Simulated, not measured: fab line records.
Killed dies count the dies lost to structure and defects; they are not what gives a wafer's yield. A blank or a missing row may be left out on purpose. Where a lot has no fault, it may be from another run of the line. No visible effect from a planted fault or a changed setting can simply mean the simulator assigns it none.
fab line records	flow sky130
record lots=10	wafers=30	last-day=51
route steps=708 shown VIA2@529 METAL3@534 CAPM@539 PAD_OPEN@708
lots with no fault: from the same line, run without faults
start-h: start of the lot's first displayed wafer, in hours after the record's first day	wait-h: hours elapsed since this lot's preceding step	" unchanged from the row above	L1.1+2: one row covering several wafers at once	- no value, or no start given	* or withheld: withheld	< > ~ a bound
route shown NAME@n: a module of which the file shows steps, and the number in the route of the first	usual: mean/standard deviation taken from wafers without a fault	same: alike in all rows	chamber/n: place in a boat	sites: each site's reading	_std_site: how widely they spread, as a standard deviation	_edge_site: outer sites' mean less inner sites'	radius-mm: how far each site lies from the wafer's centre	mask NAME#n: copy n	behind: the last tool/chamber to shape the wafer	hold: what put the lot on hold/how long, in hours/how the hold closed	device: transistor that didn't switch, given as n, p or np	end of line: tests run on the same wafers once the route is complete	where a step has no rows: the recipe by itself	killed: dies that structure and defects cost at the first sort, which is not the same as the wafer's yield	map: per-die view of a wafer (x killed, . not killed, _ where there is no die)
set.NAME: the run value of the setting; set.NAME@STEP: its run value at that earlier step	model.NAME: the simulator's own value behind a step, which no gauge read
steps of the route over a sample of lots; a table a step, a row a wafer
services: from which hour (start-h, from the record's first day; less than 0 if before it) a tool's chamber was out of use, for how many hours, and why
## steps
# step SKY_VIA2_RS_MEAS_22
# recipe thk-meas-gauge=four-point-probe	reads=W_of_VIA2_CVD_21+TiN_of_VIA2_SPUTTER_20
# usual VIA2_W_RS=0.274/0.0033
lot.wafer	tool	chamber	start-h	wait-h	VIA2_W_RS[ohm/sq]
L812.1	film-metro-03	-	870.45	0.1	0.277
L812.4	"	-	"	"	0.275
L812.5	"	-	"	"	0.271
L815.3	film-metro-03	-	896.82	0.1	0.272
L815.4	"	-	"	"	0.275
L815.5	"	-	"	"	0.271
L818.3	film-metro-01	-	916.88	0.1	0.277
L818.4	"	-	"	"	0.274
L818.5	"	-	"	"	0.275
L819.2	film-metro-02	-	918.65	0.1	0.275
L819.3	"	-	"	"	0.276
L819.6	"	-	"	"	0.277
L825.3	film-metro-01	-	975.72	0.1	0.278
L825.4	"	-	"	"	0.271
L825.6	"	-	"	"	0.279
L829.1	film-metro-03	-	1010.17	0.1	0.274
L829.2	"	-	"	"	0.272
L829.6	"	-	"	"	0.273
L830.1	film-metro-01	-	1016.08	0.1	0.278
L830.2	"	-	"	"	0.272
L830.3	"	-	"	"	0.276
L831.2	film-metro-02	-	1018.45	0.1	0.273
L831.4	"	-	"	"	0.271
L831.6	"	-	"	"	0.269
L832.4	film-metro-01	-	1024.84	0.1	0.273
L832.5	"	-	"	"	0.271
L832.6	"	-	"	"	0.275
L834.2	film-metro-01	-	1026.97	0.1	0.276
L834.4	"	-	"	"	0.275
L834.5	"	-	"	"	0.271
# step SKY_METAL3_SPUTTER_02
# recipe material=AlCu	target-thk-nm=735	power-w=10600	time-s=39.1	chamber-pressure-pa=0.4
# usual throttle-valve-pct=29.9/0.99
lot.wafer	tool	chamber	start-h	wait-h	throttle-valve-pct
L812.1	pvd-sputter-02	-	870.98	0.0	29.1
L812.4	"	-	"	"	31.2
L812.5	"	-	"	"	28.8
L815.3	pvd-sputter-01	-	897.31	0.0	31.4
L815.4	"	-	"	"	28.4
L815.5	"	-	"	"	31.5
L818.3	pvd-sputter-02	-	917.65	0.0	31.0
L818.4	"	-	"	"	28.6
L818.5	"	-	"	"	30.9
L819.2	pvd-sputter-01	-	919.18	0.0	31.1
L819.3	"	-	"	"	28.8
L819.6	"	-	"	"	29.7
L825.3	pvd-sputter-01	-	976.21	0.0	28.7
L825.4	"	-	"	"	30.1
L825.6	"	-	"	"	28.6
L829.1	pvd-sputter-01	-	1010.70	0.0	31.2
L829.2	"	-	"	"	29.7
L829.6	"	-	"	"	28.7
L830.1	pvd-sputter-01	-	1016.61	0.0	29.6
L830.2	"	-	"	"	28.5
L830.3	"	-	"	"	30.0
L831.2	pvd-sputter-04	-	1018.96	0.0	29.5
L831.4	"	-	"	"	31.0
L831.6	"	-	"	"	29.4
L832.4	pvd-sputter-02	-	1025.33	0.0	30.9
L832.5	"	-	"	"	31.0
L832.6	"	-	"	"	28.9
L834.2	pvd-sputter-02	-	1027.48	0.0	31.0
L834.4	"	-	"	"	29.0
L834.5	"	-	"	"	30.9
# step SKY_CAPM_SPUTTER_02
# recipe material=TiN	target-thk-nm=200	temp-c=300	power-w=6500	time-s=166.7	chamber-pressure-pa=0.4
# usual susceptor-temp-C=299.97/0.2	throttle-valve-pct=29.7/1.2
lot.wafer	tool	chamber	start-h	wait-h	susceptor-temp-C	throttle-valve-pct
L812.1	pvd-sputter-03	-	871.16	0.1	299.77	29.1
L812.4	"	-	"	"	300.28	31.4
L812.5	"	-	"	"	299.98	31.6
L815.3	pvd-sputter-03	-	897.50	0.0	300.21	31.3
L815.4	"	-	"	"	299.89	29.2
L815.5	"	-	"	"	300.31	28.2
L818.3	pvd-sputter-03	-	917.84	0.0	300.09	31.6
L818.4	"	-	"	"	299.65	29.3
L818.5	"	-	"	"	299.69	29.2
L819.2	pvd-sputter-02	-	919.36	0.0	300.24	31.2
L819.3	"	-	"	"	300.19	30.9
L819.6	"	-	"	"	299.92	31.2
L825.3	pvd-sputter-02	-	976.40	0.0	299.97	28.4
L825.4	"	-	"	"	299.92	28.9
L825.6	"	-	"	"	300.26	28.5
L829.1	pvd-sputter-03	-	1010.89	0.1	299.90	31.3
L829.2	"	-	"	"	300.22	29.2
L829.6	"	-	"	"	300.23	29.0
L830.1	pvd-sputter-03	-	1016.81	0.1	300.02	29.1
L830.2	"	-	"	"	300.19	28.3
L830.3	"	-	"	"	299.95	29.1
L831.2	pvd-sputter-03	-	1019.16	0.0	300.07	28.4
L831.4	"	-	"	"	300.40	28.9
L831.6	"	-	"	"	299.98	31.5
L832.4	pvd-sputter-03	-	1025.51	0.0	300.12	31.8
L832.5	"	-	"	"	299.89	29.0
L832.6	"	-	"	"	300.09	29.1
L834.2	pvd-sputter-01	-	1027.66	0.0	299.53	29.7
L834.4	"	-	"	"	299.68	29.4
L834.5	"	-	"	"	300.02	28.7
# step SKY_CAPM_RS_MEAS_03
# recipe thk-meas-gauge=four-point-probe	reads=TiN_of_CAPM_SPUTTER_02
# usual CAPM_TIN_RS=6.94/0.076
lot.wafer	tool	chamber	start-h	wait-h	CAPM_TIN_RS[ohm/sq]
L812.1	film-metro-03	-	871.27	0.1	6.89
L812.4	"	-	"	"	6.86
L812.5	"	-	"	"	6.86
L815.3	film-metro-02	-	897.65	0.1	6.92
L815.4	"	-	"	"	6.94
L815.5	"	-	"	"	6.82
L818.3	film-metro-03	-	917.99	0.1	6.99
L818.4	"	-	"	"	6.92
L818.5	"	-	"	"	14.34
L819.2	film-metro-03	-	919.49	0.1	6.95
L819.3	"	-	"	"	6.95
L819.6	"	-	"	"	6.90
L825.3	film-metro-03	-	976.54	0.1	6.81
L825.4	"	-	"	"	6.86
L825.6	"	-	"	"	6.85
L829.1	film-metro-02	-	1011.00	0.1	6.98
L829.2	"	-	"	"	7.06
L829.6	"	-	"	"	6.93
L830.1	film-metro-02	-	1016.92	0.1	6.99
L830.2	"	-	"	"	6.87
L830.3	"	-	"	"	7.08
L831.2	film-metro-04	-	1019.29	0.1	6.94
L831.4	"	-	"	"	7.06
L831.6	"	-	"	"	7.02
L832.4	film-metro-03	-	1025.68	0.1	7.01
L832.5	"	-	"	"	6.99
L832.6	"	-	"	"	7.03
L834.2	film-metro-04	-	1027.79	0.1	6.78
L834.4	"	-	"	"	6.81
L834.5	"	-	"	"	6.79
# step SKY_CAPM_THK_MEAS_04
# recipe thk-meas-gauge=xrf	reads=TiN_of_CAPM_SPUTTER_02
# usual CAPM_TIN_THK=198.0/2.2
lot.wafer	tool	chamber	start-h	wait-h	CAPM_TIN_THK[nm]
L812.1	film-metro-03	-	871.39	0.1	198.2
L812.4	"	-	"	"	199.4
L812.5	"	-	"	"	200.6
L815.3	film-metro-02	-	897.75	0.1	197.4
L815.4	"	-	"	"	197.6
L815.5	"	-	"	"	201.2
L818.3	film-metro-03	-	918.09	0.1	198.1
L818.4	"	-	"	"	199.5
L818.5	"	-	"	"	98.3
L819.2	film-metro-03	-	919.60	0.1	198.6
L819.3	"	-	"	"	199.0
L819.6	"	-	"	"	199.4
L825.3	film-metro-03	-	976.64	0.1	202.5
L825.4	"	-	"	"	200.1
L825.6	"	-	"	"	200.8
L829.1	film-metro-02	-	1011.12	0.1	196.4
L829.2	"	-	"	"	194.9
L829.6	"	-	"	"	198.1
L830.1	film-metro-02	-	1017.04	0.1	195.8
L830.2	"	-	"	"	199.4
L830.3	"	-	"	"	194.2
L831.2	film-metro-04	-	1019.40	0.1	198.2
L831.4	"	-	"	"	195.1
L831.6	"	-	"	"	196.4
L832.4	film-metro-03	-	1025.77	0.1	197.3
L832.5	"	-	"	"	197.5
L832.6	"	-	"	"	196.0
L834.2	film-metro-04	-	1027.90	0.1	203.0
L834.4	"	-	"	"	202.8
L834.5	"	-	"	"	203.4
# step SKY_CAPM_METAL_ETCH_13
# recipe target-depth-nm=220	stop-on=SiO2	chemistry=Cl2/BCl3	target=TiN	pressure-mtorr=10	icp-w=900	bias-w=48.5	Cl2_flow_sccm=60	bcl3-flow-sccm=30	time-s=62.9
# usual drypump-motor-current-A=5.5/0.39	oes-product-au=0.940/0.0072	throttle-valve-pct=21.901/0.0091
lot.wafer	tool	chamber	start-h	wait-h	drypump-motor-current-A	oes-product-au	rf-hours-counter-h	throttle-valve-pct
L812.1	rie-metal-03	1	897.91	0.0	5.3	0.935	4	21.896
L812.4	"	0	"	"	5.3	0.944	-	21.901
L812.5	"	0	"	"	5.4	0.956	-	21.895
L815.3	rie-metal-03	1	923.69	0.0	5.3	0.943	-	21.900
L815.4	"	0	"	"	5.4	0.944	-	21.897
L815.5	"	1	"	"	5.2	0.945	-	21.891
L818.3	rie-metal-01	1	942.89	0.0	6.2	0.947	-	21.892
L818.4	"	0	"	"	5.1	0.939	-	21.911
L818.5	"	1	"	"	6.2	0.658	-	22.079
L819.2	rie-metal-03	0	944.41	0.0	5.4	0.946	17	21.913
L819.3	"	1	"	"	5.3	0.946	-	21.896
L819.6	"	1	"	"	5.3	0.935	-	21.904
L825.3	rie-metal-02	0	999.90	0.0	6.0	0.953	-	21.888
L825.4	"	1	"	"	5.2	0.939	-	21.896
L825.6	"	1	"	"	5.3	0.942	-	21.888
L829.1	rie-metal-01	0	1033.97	0.0	5.1	0.940	12	21.920
L829.2	"	1	"	"	6.1	0.928	15	21.909
L829.6	"	1	"	"	6.2	0.940	-	21.897
L830.1	rie-metal-01	1	1039.97	0.0	6.2	0.938	15	21.900
L830.2	"	0	"	"	5.1	0.944	12	21.913
L830.3	"	1	"	"	6.1	0.924	-	21.910
L831.2	rie-metal-02	1	1041.91	0.0	5.3	0.943	15	21.897
L831.4	"	1	"	"	5.3	0.934	-	21.911
L831.6	"	1	"	"	5.3	0.938	-	21.907
L832.4	rie-metal-01	1	1047.92	0.0	6.1	0.933	-	21.896
L832.5	"	0	"	"	5.1	0.936	-	21.905
L832.6	"	1	"	"	6.1	0.936	-	21.896
L834.2	rie-metal-03	1	1050.14	0.0	5.3	0.953	13	21.887
L834.4	"	0	"	"	5.4	0.954	-	21.899
L834.5	"	1	"	"	5.3	0.945	-	21.902
# step SKY_CAPM_STRIP_14
# recipe chemistry=O2/N2	power-w=1400	pressure-mtorr=1500	platen-temp-c=withheld	o2-flow-sccm=3000	n2-flow-sccm=300	overash-fraction=0.5
# usual drypump-motor-current-A=5.2/0.32	oes-product-au=0.710/0.0043	strip-time-to-endpoint-s=12.66/0.044
lot.wafer	tool	chamber	start-h	wait-h	drypump-motor-current-A	oes-product-au	rf-hours-counter-h	strip-time-to-endpoint-s
L812.1	plasma-asher-01	1	897.99	0.1	4.9	0.706	109	12.76
L812.4	"	1	"	"	4.8	0.715	-	12.68
L812.5	"	0	"	"	5.7	0.707	-	12.67
L815.3	plasma-asher-02	1	923.77	0.1	5.6	0.713	-	12.66
L815.4	"	0	"	"	5.1	0.714	-	12.59
L815.5	"	1	"	"	5.6	0.710	-	12.67
L818.3	plasma-asher-01	1	942.97	0.1	4.8	0.712	-	12.65
L818.4	"	0	"	"	5.7	0.712	-	12.69
L818.5	"	1	"	"	4.8	0.717	-	12.66
L819.2	plasma-asher-02	0	944.49	0.1	5.2	0.709	83	12.69
L819.3	"	0	"	"	5.1	0.712	-	12.72
L819.6	"	0	"	"	5.1	0.710	-	12.74
L825.3	plasma-asher-04	1	999.98	0.1	4.9	0.711	-	12.70
L825.4	"	0	"	"	5.2	0.717	-	12.67
L825.6	"	0	"	"	5.2	0.712	-	12.66
L829.1	plasma-asher-01	1	1034.05	0.1	4.8	0.715	122	12.68
L829.2	"	0	"	"	5.7	0.715	122	12.70
L829.6	"	1	"	"	4.8	0.700	-	12.66
L830.1	plasma-asher-04	1	1040.05	0.1	4.9	0.709	60	12.64
L830.2	"	0	"	"	5.2	0.709	60	12.68
L830.3	"	1	"	"	4.9	0.709	-	12.66
L831.2	plasma-asher-01	1	1041.99	0.1	4.8	0.716	123	12.59
L831.4	"	1	"	"	4.8	0.707	-	12.66
L831.6	"	0	"	"	5.7	0.712	-	12.61
L832.4	plasma-asher-04	1	1048.00	0.1	4.9	0.707	-	12.77
L832.5	"	0	"	"	5.2	0.712	-	12.76
L832.6	"	1	"	"	4.9	0.703	-	12.75
L834.2	plasma-asher-04	0	1050.22	0.1	5.2	0.714	61	12.59
L834.4	"	1	"	"	4.9	0.707	-	12.58
L834.5	"	1	"	"	4.8	0.711	-	12.57
# step SKY_PAD_OPEN_PROBE_99
# usual defect-limited-yield=82.2/2.1	killed_at_M0_to_M3=44/7.4	killed_at_M4_up=3.1/1.8	killed-at-contacts=25/6	killed-at-front-end=15/4.4	killed-at-other=0.3/0.49	killed-dies=88/10	killed-open=48/7.4	killed-short=39/6.3	sort_bin_3_pad_short=0.9/0.4	sort_bin_5_function=10.5/1.5	sort_bin_6_memory=6.5/1.3	sort-n-pass=404/10	sort-yield-pct=82.2/2.1
# same gross-dies=492	killed-at-back-side=0	sort_bin_4_leakage[%]=0	sort_bin_8_speed[%]=0
lot.wafer	tool	chamber	start-h	wait-h	defect-limited-yield[%]	killed_at_M0_to_M3	killed_at_M4_up	killed-at-contacts	killed-at-front-end	killed-at-other	killed-dies	killed-open	killed-short	sort_bin_3_pad_short[%]	sort_bin_5_function[%]	sort_bin_6_memory[%]	sort-n-pass	sort-yield-pct[%]
L812.1	prober-01	-	1097.90	0.1	80.5	45	3	28	20	0	96	54	42	0.6	10.0	8.9	396	80.5
L812.4	prober-01	-	1098.05	0.2	80.5	38	5	28	25	0	96	53	43	1.0	12.8	5.7	396	80.5
L812.5	prober-01	-	1098.10	0.2	77.8	50	7	32	20	0	109	56	53	1.2	11.2	9.8	383	77.8
L815.3	prober-01	-	1118.10	0.2	83.5	51	3	15	12	0	81	46	35	1.2	10.0	5.3	411	83.5
L815.4	prober-01	-	1118.15	0.2	81.7	58	3	16	13	0	90	49	41	0.6	11.2	6.5	402	81.7
L815.5	prober-01	-	1118.20	0.2	86.4	34	2	18	13	0	67	32	35	0.4	6.9	6.3	425	86.4
L819.2	prober-02	-	1135.00	0.1	82.1	41	2	26	18	1	88	58	30	0.2	10.8	6.9	404	82.1
L819.3	prober-02	-	1135.05	0.2	78.3	55	5	29	17	1	107	58	49	1.0	12.4	8.3	385	78.3
L819.6	prober-02	-	1135.20	0.2	82.1	46	3	25	13	1	88	40	48	1.4	10.4	6.1	404	82.1
# killed by level:class
L812.1 POLY_GATE:geometric-particle:open=10 LI_CONTACT:geometric-particle:open=9 VIA1:geometric-particle:open=9 METAL2:geometric-particle:short=8 CONTACT:geometric-particle:open=8 VIA2:geometric-particle:open=7 LOCAL_INTERCONNECT:geometric-particle:short=6 VIA2:geometric-particle:short=6
L812.4 VIA1:geometric-particle:open=10 LOCAL_INTERCONNECT:geometric-particle:short=9 VIA3:geometric-particle:open=9 FIELD_ISO:geometric-particle:open=8 FIELD_ISO:geometric-particle:short=7 CONTACT:geometric-particle:open=6 CONTACT:geometric-particle:short=5 VIA2:geometric-particle:short=5
L812.5 CONTACT:geometric-particle:short=11 VIA1:geometric-particle:open=11 FIELD_ISO:geometric-particle:open=7 CONTACT:geometric-particle:open=7 VIA2:geometric-particle:open=7 VIA3:geometric-particle:open=7 LOCAL_INTERCONNECT:geometric-particle:short=6 VIA1:geometric-particle:short=5
L815.3 VIA1:geometric-particle:open=12 VIA2:geometric-particle:open=11 METAL1:geometric-particle:short=7 POLY_GATE:geometric-particle:short=5 CONTACT:geometric-particle:open=5 LI_CONTACT:geometric-particle:open=5 VIA1:geometric-particle:short=4 VIA2:geometric-particle:short=4
L815.4 VIA1:geometric-particle:open=14 VIA2:geometric-particle:open=10 VIA1:geometric-particle:short=7 METAL2:geometric-particle:short=7 VIA3:geometric-particle:open=7 CONTACT:geometric-particle:open=6 FIELD_ISO:geometric-particle:short=3 FIELD_ISO:geometric-particle:open=3
L815.5 VIA1:geometric-particle:open=9 CONTACT:geometric-particle:open=8 METAL1:geometric-particle:short=4 VIA1:geometric-particle:short=4 VIA3:geometric-particle:short=4 VIA3:geometric-particle:open=4 FIELD_ISO:geometric-particle:open=3 FIELD_ISO:geometric-particle:short=3
L819.2 CONTACT:geometric-particle:open=17 VIA1:geometric-particle:open=12 FIELD_ISO:geometric-particle:open=6 VIA1:geometric-particle:short=6 POLY_GATE:geometric-particle:open=5 METAL1:geometric-particle:short=5 CONTACT:geometric-particle:short=4 METAL2:geometric-particle:short=4
L819.3 CONTACT:geometric-particle:open=11 LI_CONTACT:geometric-particle:open=10 VIA1:geometric-particle:open=10 VIA3:geometric-particle:open=9 METAL1:geometric-particle:short=7 VIA1:geometric-particle:short=7 METAL2:geometric-particle:short=7 VIA2:geometric-particle:open=7
L819.6 VIA1:geometric-particle:open=10 METAL2:geometric-particle:short=8 LI_CONTACT:geometric-particle:open=7 VIA1:geometric-particle:short=7 VIA3:geometric-particle:open=7 LOCAL_INTERCONNECT:geometric-particle:short=6 POLY_GATE:geometric-particle:open=4 CONTACT:geometric-particle:short=4
## services
tool	chamber	start-h	hours	kind
rie-metal-03	1	847.98	2.7	repair
rie-metal-02	0	855.72	25.8	repair
plasma-asher-04	-	856.49	1.2	repair
rie-metal-03	-	858.47	4.3	pm
pvd-sputter-01	-	865.98	2.0	repair
rie-metal-03	0	870.87	7.6	repair
pvd-sputter-01	0	911.07	-	consumable-replace:kit
pvd-sputter-01	0	911.07	18.0	scheduled-down
pvd-sputter-01	0	911.07	18.0	vent-cycle
rie-metal-01	-	920.99	2.8	pm
rie-metal-02	0	932.02	9.3	repair
plasma-asher-04	-	951.47	0.5	repair
rie-metal-02	-	953.11	2.8	pm
rie-metal-02	-	955.95	0.8	repair
pvd-sputter-02	-	965.87	6.6	repair
plasma-asher-04	-	973.11	0.7	repair
pvd-sputter-01	-	980.58	0.6	repair
plasma-asher-02	-	986.71	8.0	repair
pvd-sputter-02	-	987.41	4.3	repair
pvd-sputter-03	-	1019.39	1.4	repair
pvd-sputter-02	0	1022.73	-	consumable-replace:kit
pvd-sputter-02	0	1022.73	18.0	scheduled-down
pvd-sputter-02	0	1022.73	18.0	vent-cycle
pvd-sputter-01	-	1035.19	10.1	repair
## key
first-sign step=SKY_CAPM_RS_MEAS_03	reading=CAPM_TIN_RS	direction=up	sigmas=98	usual=6.94	struck=14.34
effect step=SKY_CAPM_THK_MEAS_04	reading=CAPM_TIN_THK	direction=down	sigmas=45	usual=198.0	struck=98.3
effect step=SKY_CAPM_METAL_ETCH_13	reading=oes-product-au	direction=down	sigmas=39	usual=0.940	struck=0.658
met-at SKY_CAPM_SPUTTER_02
struck-lots L818
struck-wafers L818.5
not-acting-at SKY_VIA2_RS_MEAS_22,SKY_METAL3_SPUTTER_02,SKY_CAPM_STRIP_14
onset-between 897.50 917.84
fault kind=process-parameter-drift	tool=pvd-sputter-03	chamber=-	onset-h=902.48	steps=SKY_CAPM_SPUTTER_02	channel=target-thk-nm	offset=-100.24	shape=step	end-h=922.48	scope=struck-wafers-only	acts-in=these-recipes-only	stated=200
